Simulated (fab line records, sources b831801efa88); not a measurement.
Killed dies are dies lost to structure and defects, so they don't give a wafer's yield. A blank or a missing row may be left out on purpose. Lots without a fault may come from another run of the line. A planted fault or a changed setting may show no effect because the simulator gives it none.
fab line records | flow gf180mcu | part 2 of 2: steps 25 to 35 of 35
record lots=5 wafers=15 last_day=34
route steps=602 shown V4@500 MIM@503 M5@526
lots that met no fault: from a run of the same line without faults
start_h: hours from the record's first day to the start of the lot's first wafer shown | wait_h: hours since the lot's step before | " the same as in the row above | L1.1+2: a row that stands for several wafers | - no value, or no start given | * or withheld: withheld | < > ~ a bound
route shown NAME@n: a module of which the file shows steps, and the number in the route of the first | usual: mean/standard deviation of fault-free wafers | same: alike in all rows | chamber/n: place in a boat | sites: the reading at each site | _std_site: their standard deviation | _edge_site: outer sites' mean less inner sites' | radius_mm: how far each site lies from the wafer's centre | mask NAME#n: copy n | behind: the tool/chamber that last shaped the wafer | hold: why the lot was held/for how many hours/how that ended | device: the transistor (n, p or np) that didn't switch | end of line: the same wafers' tests at the end of the route | a step without rows: its recipe alone | killed: dies lost to structure and defects at the first sort, not the wafer's yield | map: a wafer's dies, x killed, . not, _ none there
set.NAME: the setting as run; set.NAME@STEP: as run at that earlier step | model.NAME: the simulator's own value behind a step, which no gauge read
lots at some steps of the route; a table a step, a row a wafer
services: from which hour (start_h, from the record's first day; less than 0 if before it) a tool's chamber was out of use, for how many hours, and why
## steps
# step GF_MIM_STRIP_21
# recipe chemistry=post_etch_residue_remover time_s=1200 temp_c=72.5
# columns lot.wafer tool chamber start_h wait_h
L076.1+3+4 wet_bench-02 2 612.05 0.1
L082.1+2+3 wet_bench-04 2 665.07 0.1
L085.1+2+6 wet_bench-04 1 678.59 0.1
L088.1+4+5 wet_bench-04 1 706.44 0.1
L094.2+4+5 wet_bench-01 0 738.16 0.1
# step GF_MIM_CLEAN_22
# recipe chemistry=DIW dry=n2_spin
# columns lot.wafer tool chamber start_h wait_h
L076.1+3+4 wet_bench-01 2 612.39 0.0
L082.1+2+3 wet_bench-01 2 665.41 0.0
L085.1+2+6 wet_bench-01 2 678.94 0.0
L088.1+4+5 wet_bench-01 0 706.79 0.0
L094.2+4+5 wet_bench-02 1 738.51 0.0
# step GF_M5_DEHYDRATE_00
# recipe temp_c=200 time_s=60
# usual exhaust_pa=45.1/0.95 plate_temp_C=199.97/0.16
# columns lot.wafer tool chamber start_h wait_h exhaust_pa plate_temp_C
L076.1 litho_track-02 0 622.47 10.0 44.2 199.73
L076.3 " 0 " " 44.2 199.83
L076.4 " 0 " " 43.6 199.92
L082.1 litho_track-02 0 674.42 8.9 45.1 200.17
L082.2 " 0 " " 46.0 199.94
L082.3 " 0 " " 47.2 199.94
L085.1 litho_track-01 0 687.73 8.7 44.4 200.01
L085.2 " 0 " " 45.7 199.87
L085.6 " 0 " " 45.5 200.08
L088.1 litho_track-04 0 714.97 8.1 45.2 200.07
L088.4 " 0 " " 44.9 200.07
L088.5 " 0 " " 43.9 199.92
L094.2 litho_track-04 0 746.90 8.3 44.4 200.28
L094.4 " 0 " " 43.9 200.20
L094.5 " 0 " " 45.3 200.26
# step GF_M5_HMDS_01
# recipe prime_time_s=60 prime_temp_c=120
# usual exhaust_pa=45.0/0.84
# columns lot.wafer tool chamber start_h wait_h exhaust_pa
L076.1 litho_track-02 0 622.62 0.1 45.0
L076.3 " 0 " " 44.3
L076.4 " 0 " " 45.1
L082.1 litho_track-02 0 674.57 0.1 43.8
L082.2 " 0 " " 43.7
L082.3 " 0 " " 44.9
L085.1 litho_track-01 0 687.88 0.1 45.6
L085.2 " 0 " " 44.5
L085.6 " 0 " " 44.6
L088.1 litho_track-04 0 715.12 0.1 43.2
L088.4 " 0 " " 45.3
L088.5 " 0 " " 45.9
L094.2 litho_track-04 0 747.05 0.1 46.0
L094.4 " 0 " " 45.0
L094.5 " 0 " " 46.2
# step GF_M5_COAT_02
# recipe resist=KrF spin_rpm=withheld resist_thk_nm=1000
# usual exhaust_pa=45.0/0.91
# columns lot.wafer tool chamber start_h wait_h exhaust_pa
L076.1 litho_track-02 0 622.77 0.1 44.9
L076.3 " 0 " " 44.6
L076.4 " 0 " " 45.3
L082.1 litho_track-02 0 674.72 0.1 43.3
L082.2 " 0 " " 43.8
L082.3 " 0 " " 44.2
L085.1 litho_track-01 0 688.03 0.1 46.2
L085.2 " 0 " " 46.7
L085.6 " 0 " " 46.5
L088.1 litho_track-04 0 715.27 0.1 42.9
L088.4 " 0 " " 44.2
L088.5 " 0 " " 45.0
L094.2 litho_track-04 0 747.20 0.1 43.8
L094.4 " 0 " " 47.9
L094.5 " 0 " " 44.0
# step GF_M5_SOFTBAKE_03
# recipe temp_c=130 time_s=60 resist=KrF
# usual exhaust_pa=45.0/1 plate_temp_C=130.00/0.15
# columns lot.wafer tool chamber start_h wait_h exhaust_pa plate_temp_C
L076.1 litho_track-02 0 622.92 0.1 44.8 129.91
L076.3 " 0 " " 45.5 130.00
L076.4 " 0 " " 45.1 129.85
L082.1 litho_track-02 0 674.87 0.1 44.1 130.05
L082.2 " 0 " " 44.3 130.13
L082.3 " 0 " " 43.0 130.16
L085.1 litho_track-01 0 688.18 0.1 45.9 129.92
L085.2 " 0 " " 45.0 129.76
L085.6 " 0 " " 44.4 130.11
L088.1 litho_track-04 0 715.42 0.1 45.3 130.10
L088.4 " 0 " " 44.0 130.23
L088.5 " 0 " " 44.5 129.93
L094.2 litho_track-04 0 747.35 0.1 47.4 129.97
L094.4 " 0 " " 46.9 129.97
L094.5 " 0 " " 46.3 129.81
# step GF_M5_EXPOSE_04
# recipe mask_id=Metal5 target_cd_nm=280 na=0.68 source_shape=conventional sigma_outer=0.6 dose_mj=28
# columns lot.wafer tool chamber start_h wait_h mask
L076.1+3+4 krf_scanner-01 0 - - Metal5#0
L082.1+2+3 krf_scanner-02 0 - - Metal5#0
L085.1+2+6 krf_scanner-02 0 - - Metal5#0
L088.1+4+5 krf_scanner-02 0 - - Metal5#0
L094.2+4+5 krf_scanner-02 0 - - Metal5#0
# step GF_M5_PEB_05
# recipe peb_temp_c=135 peb_time_s=90 resist=KrF
# usual exhaust_pa=45.1/0.95 plate_temp_C=135.02/0.14
# columns lot.wafer tool chamber start_h wait_h exhaust_pa plate_temp_C
L076.1 litho_track-04 0 - - 46.7 134.91
L076.3 " 0 " " 46.3 135.05
L076.4 " 0 " " 46.3 134.94
L082.1 litho_track-04 0 - - 45.0 134.97
L082.2 " 0 " " 45.4 135.05
L082.3 " 0 " " 44.5 135.07
L085.1 litho_track-01 0 - - 43.6 135.03
L085.2 " 0 " " 47.1 135.12
L085.6 " 0 " " 45.7 134.96
L088.1 litho_track-04 0 - - 46.1 134.97
L088.4 " 0 " " 44.7 134.78
L088.5 " 0 " " 46.6 134.95
L094.2 litho_track-02 0 - - 45.4 134.90
L094.4 " 0 " " 44.5 135.04
L094.5 " 0 " " 43.7 134.92
# step GF_M5_DEVELOP_06
# recipe develop_time_s=60 dev_temp_c=21
# usual exhaust_pa=44.9/1.1
# columns lot.wafer tool chamber start_h wait_h exhaust_pa
L076.1 litho_track-04 0 632.68 0.2 44.3
L076.3 " 0 " " 44.6
L076.4 " 0 " " 45.4
L082.1 litho_track-04 0 683.72 0.2 45.4
L082.2 " 0 " " 44.4
L082.3 " 0 " " 44.2
L085.1 litho_track-01 0 697.38 0.2 46.3
L085.2 " 0 " " 45.1
L085.6 " 0 " " 44.2
L088.1 litho_track-04 0 724.47 0.2 43.9
L088.4 " 0 " " 43.0
L088.5 " 0 " " 44.7
L094.2 litho_track-02 0 755.69 0.2 44.6
L094.4 " 0 " " 44.7
L094.5 " 0 " " 46.4
# step GF_M5_CD_MEAS_07
# recipe target_cd_nm=280
# usual cd_nm=280.1/1.2
# columns lot.wafer tool chamber start_h wait_h cd_nm
L076.1 cd_sem-02 - 632.83 0.1 279.9
L076.3 " - " " 281.2
L076.4 " - " " 280.3
L082.1 cd_sem-02 - 683.87 0.1 281.0
L082.2 " - " " 280.1
L082.3 " - " " 280.4
L085.1 cd_sem-01 - 697.53 0.1 278.5
L085.2 " - " " 280.9
L085.6 " - " " 279.6
L088.1 cd_sem-01 - 724.62 0.1 282.3
L088.4 " - " " 282.7
L088.5 " - " " 282.2
L094.2 cd_sem-01 - 755.84 0.1 278.2
L094.4 " - " " 278.4
L094.5 " - " " 278.2
# step GF_M5_OVL_MEAS_08
# usual M5_OVL=3/5.7
# columns lot.wafer tool chamber start_h wait_h M5_OVL[nm]
L076.1 overlay-01 - 632.95 0.1 10
L076.3 " - " " 15
L076.4 " - " " 14
L082.1 overlay-01 - 683.99 0.1 -5
L082.2 " - " " -9
L082.3 " - " " -1
L085.1 overlay-01 - 697.65 0.1 9
L085.2 " - " " 6
L085.6 " - " " 5
L088.1 overlay-01 - 724.74 0.1 6
L088.4 " - " " 5
L088.5 " - " " 8
L094.2 overlay-02 - 755.95 0.1 6
L094.4 " - " " 6
L094.5 " - " " 3
## services
# columns tool chamber start_h hours kind
cmp-02 - 572.03 4.0 pm
cmp-01 - 573.51 1.0 repair
krf_scanner-02 - 579.43 1.3 pm
pvd_sputter-04 - 590.46 1.1 repair
cmp-01 - 600.54 3.5 repair
cmp-02 - 620.41 1.0 repair
krf_scanner-02 - 632.25 4.0 pm
iline_stepper-02 - 634.24 1.7 pm
cmp-01 - 637.47 0.7 repair
iline_stepper-02 - 647.32 4.4 pm
pvd_sputter-01 - 651.47 0.9 repair
krf_scanner-02 - 655.73 1.0 pm
pvd_sputter-04 - 672.94 2.2 repair
wet_bench-01 - 673.11 1.5 repair
pvd_sputter-01 - 679.36 6.0 repair
krf_scanner-02 - 693.74 0.8 repair
krf_scanner-02 - 700.82 0.8 pm
krf_scanner-02 - 710.33 2.7 repair
pecvd-03 - 736.03 2.8 pm
cmp-01 - 740.60 9.1 repair
iline_stepper-01 - 746.47 1.7 pm
cmp-01 - 749.72 4.0 pm
iline_stepper-01 - 752.09 2.4 repair
krf_scanner-02 - 755.33 1.3 pm
